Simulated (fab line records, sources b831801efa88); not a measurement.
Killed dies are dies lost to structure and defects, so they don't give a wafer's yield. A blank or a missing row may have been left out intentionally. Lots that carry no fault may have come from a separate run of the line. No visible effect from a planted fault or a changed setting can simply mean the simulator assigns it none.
Comparing a struck lot with a sound one	flow sky130	24 steps out of a route of 708
Sound: these wafers, L369.3, L369.5, L369.6. Wafers struck: L378.1, L378.3, L378.6. Last of all comes the cause.
Each step with rows lists, per side, the tool, then ch with its chambers, then its first start. Under that, the readings that differ: sound wafers	struck wafers	difference of the means	sigmas: that difference in standard deviations of wafers without a fault.
alike: readings whose means differ by less than 2 such deviations, and words and numbers that are the same on both sides. not compared: withheld readings, readings that some wafer has no value for, bounds like >300 that may hide the same value, and numbers for which the record gives no deviation and whose values overlap.
A row with sigmas, a row that says differs or no value, or rows on one side alone: a step with any of these is where the two part. When numbers do not overlap yet have no deviation, they are printed without sigmas and do not part them. A reading missing from all wafers of one side parts the sides only when that side holds two or more wafers.

first, 2 steps without rows for these wafers: SKY_POLY_GATE_CLEAN_19 (cleans in SC1/SC2, time 150 s); SKY_POLY_GATE_OXIDATION_20 (stabilise 600 s, purge 300 s, target thk 4 nm).
SKY_POLY_GATE_THK_MEAS_21:
  sound on film_metro-04, day 17 12:46; struck on film_metro-01, day 20 21:35
reading	sound	struck	difference	sigmas
POLY_GATE_OXIDATION_THK (nm)	4.10 4.17 4.20	3.98 4.01 3.98	-0.17	-2
SKY_POLY_GATE_CD_MEAS_22:
  sound on cd_sem-02, day 17 12:51; struck on cd_sem-01, day 20 21:39
  alike: cd_nm
then, 7 steps without rows for these wafers: SKY_LDD_N_DEHYDRATE_00 (time 60 s); SKY_LDD_N_HMDS_01 (prime time 60 s); SKY_LDD_N_COAT_02 (resist thk 300 nm); SKY_LDD_N_SOFTBAKE_03 (time 60 s); SKY_LDD_N_EXPOSE_04 (exposes mask NTM, target cd 840 nm); SKY_LDD_N_PEB_05; SKY_LDD_N_DEVELOP_06 (develop time 60 s).
SKY_LDD_N_OVL_MEAS_07:
  sound on overlay-01, day 18 19:17; struck on overlay-01, day 22 03:43
  alike: LDD_N_OVL
SKY_LDD_N_IMPLANT_08:
  sound on implanter-03 ch 0, day 18 19:25; struck on implanter-03 ch 0, day 22 04:04
  alike: beam_on_s
then, 7 steps without rows for these wafers: SKY_LDD_N_IMPLANT_09; SKY_LDD_N_IMPLANT_10; SKY_LDD_N_IMPLANT_11; SKY_LDD_N_IMPLANT_12; SKY_LDD_N_IMPLANT_13; SKY_LDD_N_IMPLANT_14; SKY_LDD_N_IMPLANT_15.
SKY_LDD_N_STRIP_16: strips in O2/N2.
  sound on plasma_asher-02 ch 0,1, day 18 20:36; struck on plasma_asher-01 ch 0,1, day 22 05:16
reading	sound	struck	difference	sigmas
strip_time_to_endpoint_s (s)	4.323 4.312 4.308	4.514 4.514 4.501	+0.195	+14
  alike: drypump_motor_current_A, oes_product_au
  not compared: rf_hours_counter_h
SKY_LDD_N_TW_MEAS_17:
  sound on film_metro-03, day 18 20:41; struck on film_metro-03, day 22 05:22
reading	sound	struck	difference	sigmas
LDD_N_TW	2640 2648 2634	2754 2752 2748	+111	+3
then, 1 step without rows for these wafers: SKY_LDD_P_DEHYDRATE_00 (time 60 s).
-- a jump in the record: the struck wafers' starts before and after are 27 days apart (it breaks off in module LDD_P and resumes in module PAD_OPEN, where the first step shown is number 708 of the route) --
SKY_PAD_OPEN_PROBE_99:
  sound on prober-02, day 46 13:26; struck on prober-01, day 48 18:43
reading	sound	struck	difference	sigmas
model.etest.tip_n.rs_ohm_sq	447.7 445.4 447.5	387.8 386.8 390.4	-58.5	
model.etest.nfet_01v8_lvt.vt_sat_v (V)	0.5459 0.5368 0.5431	0.5338 0.5267 0.5283	-0.0123	
model.etest.nfet_01v8.vt_sat_v (V)	0.6485 0.6459 0.6541	0.6409 0.6374 0.6447	-0.0085	
  alike: killed_at_M0_to_M3, killed_at_M4_up, killed_at_contacts, killed_at_front_end, killed_at_other, killed_dies, killed_open, killed_short

WHERE THEY PART
First at SKY_POLY_GATE_THK_MEAS_21; last, within this record, at SKY_LDD_N_TW_MEAS_17. Later steps at which nothing parts them and some readings are alike: SKY_PAD_OPEN_PROBE_99.

WHY: what the simulator had put in
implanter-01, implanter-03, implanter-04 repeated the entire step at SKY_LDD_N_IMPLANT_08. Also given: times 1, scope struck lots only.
